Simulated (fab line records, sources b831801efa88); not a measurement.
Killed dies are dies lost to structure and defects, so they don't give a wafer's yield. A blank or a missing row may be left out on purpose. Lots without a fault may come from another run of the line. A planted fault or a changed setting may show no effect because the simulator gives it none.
Which tool did it? | flow sky130 | 12 lots, 36 wafers sampled, at 3 steps of a route of 708

WHAT THE GAUGES READ, wafer by wafer
SKY_GATE_OXIDE_OVL_MEAS_10.
lot  | measured     | on         | GATE_OXIDE_OVL (nm)
L402 | day 13 14:41 | overlay-01 | 2.3 1.9 1.2
L406 | day 15 06:04 | overlay-01 | -0.4 0.1 0.8
L408 | day 15 23:25 | overlay-02 | -0.9 -0.3 1.3
L409 | day 16 12:32 | overlay-01 | -1.0 0.0 0.2
L410 | day 16 13:56 | overlay-01 | -0.8 0.8 -1.7
L411 | day 17 02:11 | overlay-01 | -2.0 -0.9 -0.5
L413 | day 17 14:25 | overlay-01 | -0.3 -0.6 -1.3
L412 | day 17 14:43 | overlay-02 | 3.1 1.8 1.5
L414 | day 18 04:22 | overlay-02 | -2.0 -0.7 -0.2
L421 | day 22 07:49 | overlay-02 | 0.2 -0.8 -0.9
L423 | day 22 14:17 | overlay-01 | -3.4 -2.0 -2.2
L422 | day 22 14:34 | overlay-02 | 0.0 1.9 0.7

SKY_POLY_GATE_CD_MEAS_13: target cd 150 nm.
lot  | measured     | on        | cd_nm (nm)
L402 | day 16 00:26 | cd_sem-01 | 150.3 150.3 151.5
L406 | day 17 21:02 | cd_sem-01 | 149.7 150.4 149.1
L408 | day 18 13:51 | cd_sem-01 | 148.4 150.2 149.7
L409 | day 19 06:25 | cd_sem-01 | 150.3 151.3 150.6
L410 | day 19 06:34 | cd_sem-02 | 150.6 150.3 148.9
L411 | day 19 20:58 | cd_sem-02 | 151.2 150.3 148.8
L413 | day 20 11:15 | cd_sem-02 | 149.5 149.4 148.7
L412 | day 20 11:34 | cd_sem-01 | 151.5 151.8 152.1
L414 | day 20 21:49 | cd_sem-02 | 149.2 149.1 149.7
L421 | day 25 02:41 | cd_sem-02 | 150.8 151.5 150.6
L423 | day 25 07:38 | cd_sem-02 | 150.0 149.8 150.1
L422 | day 25 09:19 | cd_sem-02 | 150.3 151.2 150.8

SKY_POLY_GATE_CD_MEAS_22.
lot  | measured     | on        | cd_nm (nm)
L402 | day 16 03:44 | cd_sem-02 | 153.2 150.5 152.8
L406 | day 18 00:59 | cd_sem-02 | 146.8 153.5 150.1
L408 | day 18 16:19 | cd_sem-01 | 148.8 153.0 152.3
L409 | day 19 08:16 | cd_sem-02 | 149.2 150.3 149.3
L410 | day 19 08:25 | cd_sem-01 | 150.4 153.4 150.8
L411 | day 20 00:16 | cd_sem-01 | 154.3 153.4 147.7
L413 | day 20 13:07 | cd_sem-01 | 150.4 150.7 148.8
L412 | day 20 15:17 | cd_sem-02 | 149.4 149.0 154.7
L414 | day 20 23:40 | cd_sem-02 | 147.5 149.2 146.2
L421 | day 25 04:32 | cd_sem-02 | 154.8 148.5 146.8
L423 | day 25 09:52 | cd_sem-02 | 151.2 150.0 151.0
L422 | day 25 11:10 | cd_sem-02 | 152.1 149.0 153.2

WHICH TOOL RAN EACH LOT (tool, then ch and the chambers of the sampled wafers, then the start)
The record holds no process step before these readings.

WHAT THE TOOLS THEMSELVES READ (means of the sampled wafers that have a number; where no wafer has one, the mark that the record gives instead)
The record holds no such reading with a usual standard deviation.

THE ANSWER, worked out from the rows above alone
Rule: what is usual is taken from the lots themselves. Put in order of their means at a reading, lots are off if they are a third of the lots or fewer, leave a main group of 4 or more, and stand apart from it by a gap of 3 or more times the standard deviation of the main group's means; of several such gaps the widest counts. A main group whose means are all the same, to the digits that the tables above print for the reading, isn't used. A lot without any number at a reading at which 4 lots or more have one is off too. The other lots that the step has rows for count as sound. The gauges are gone through in route order, then the tools' own readings, and for those a lot's mean is taken as printed above. The first step at which some lot is off is used, and at that step the reading that is off furthest; a lot without a number counts as furthest.
No lot is off at any reading shown: from this, nothing can be told.

WHAT THE SIMULATOR HAD PUT IN
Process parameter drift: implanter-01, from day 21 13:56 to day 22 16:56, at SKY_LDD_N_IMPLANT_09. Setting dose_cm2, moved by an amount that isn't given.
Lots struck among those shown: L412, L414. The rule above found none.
